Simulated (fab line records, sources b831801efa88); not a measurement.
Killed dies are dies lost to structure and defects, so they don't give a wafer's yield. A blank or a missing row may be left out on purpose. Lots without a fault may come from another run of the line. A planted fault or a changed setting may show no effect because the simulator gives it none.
Which tool did it? | flow gf180mcu | 11 lots, 30 wafers sampled, at 1 step of a route of 602

WHAT THE GAUGES READ, wafer by wafer
GF_STI_CD_MEAS_12: target cd 220 nm.
lot  | measured    | on        | cd_nm (nm)
L161 | day 2 01:29 | cd_sem-02 | 218.8 219.2 219.2
L162 | day 2 07:33 | cd_sem-02 | 219.8 219.8 219.9
L163 | day 2 12:48 | cd_sem-01 | 218.5 219.3 219.9
L164 | day 2 16:50 | cd_sem-01 | 219.9 219.7 220.0
L168 | day 3 14:17 | cd_sem-01 | 220.1 220.4
L172 | day 4 09:36 | cd_sem-02 | 217.6 218.9
L173 | day 4 15:13 | cd_sem-01 | 219.7 219.6
L177 | day 5 12:16 | cd_sem-02 | 218.7 218.9 219.5
L182 | day 6 13:37 | cd_sem-01 | 218.0 218.3 219.4
L183 | day 6 18:28 | cd_sem-02 | 221.0 220.0 221.0
L184 | day 6 23:45 | cd_sem-02 | 219.9 220.2 220.1

WHICH TOOL RAN EACH LOT (tool, then ch and the chambers of the sampled wafers, then the start)
The record holds no process step before these readings.

THE ANSWER, worked out from the rows above alone
Rule: what is usual is taken from the lots themselves. Put in order of their means at a reading, lots are off if they are a third of the lots or fewer, leave a main group of 4 or more, and stand apart from it by a gap of 3 or more times the standard deviation of the main group's means; of several such gaps the widest counts. A main group whose means are all the same, to the digits that the tables above print for the reading, isn't used. A lot without any number at a reading at which 4 lots or more have one is off too. The other lots that the step has rows for count as sound.
No lot is off at any reading shown: from this, nothing can be told.

WHAT THE SIMULATOR HAD PUT IN
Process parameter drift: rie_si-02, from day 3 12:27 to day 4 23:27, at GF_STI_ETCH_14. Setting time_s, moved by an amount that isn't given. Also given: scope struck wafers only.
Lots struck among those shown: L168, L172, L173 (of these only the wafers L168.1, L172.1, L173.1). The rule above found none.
